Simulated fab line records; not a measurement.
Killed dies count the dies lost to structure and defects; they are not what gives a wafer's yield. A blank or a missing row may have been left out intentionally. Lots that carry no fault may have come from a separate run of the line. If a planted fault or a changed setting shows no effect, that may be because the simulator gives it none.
Matching of chambers | flow gf180mcu | cmp-01 running GF_V3_CMP_26: 4 sister chambers
The step polishes, stops on SiO2, t overpolish 15 s, target thk 0 nm. 4 wafers are shown with their chamber, then 12 later ones without.

WAFERS WITH THEIR CHAMBER
wafer  | chamber | motor-current-A (A)
L085.5 | 1       | 11.1
L086.1 | 2       | 10.9
L086.2 | 0       | 12.7
L086.4 | 3       | 11.7

WAFERS WITH NO CHAMBER GIVEN
wafer  | motor-current-A (A)
L093.4 | 11.1
L093.5 | 11.3
L093.6 | 11.9
L092.3 | 13.3
L092.4 | 11.4
L092.5 | 11.6
L095.1 | 13.0
L095.2 | 10.8
L095.6 | 11.7
L096.2 | 12.7
L096.3 | 11.9
L096.4 | 10.6

WHICH CHAMBER EACH ONE RAN IN
wafer  | from the rows above          | in truth
L093.4 | can't be placed: 1 or 2      | 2
L093.5 | can't be placed: 1 or 3 or 2 | 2
L093.6 | 3                            | 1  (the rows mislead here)
L092.3 | 0                            | 0
L092.4 | can't be placed: 3 or 1 or 2 | 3
L092.5 | can't be placed: 3 or 1      | 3
L095.1 | 0                            | 0
L095.2 | can't be placed: 2 or 1      | 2
L095.6 | 3                            | 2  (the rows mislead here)
L096.2 | 0                            | 0
L096.3 | 3                            | 3
L096.4 | can't be placed: 2 or 1      | 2
Correct placement for 4 of the 12. From these rows, 6 cannot be placed; in 6 the true chamber is one of the candidates. Placed wrongly: 2.
How it was worked out, from the rows above alone: a wafer's distance from a chamber is the root of the sum, over the readings, of the square of ((its reading less the chamber's mean) divided by the reading's scatter). If the next closest chamber is less than 2 further off than the closest, the wafer can't be placed; otherwise it belongs to the closest. A chamber's mean is the mean of its shown wafers. The scatter: with one shown wafer a chamber, the root of the mean of the squares of how far each hidden wafer lies from its nearest shown one.
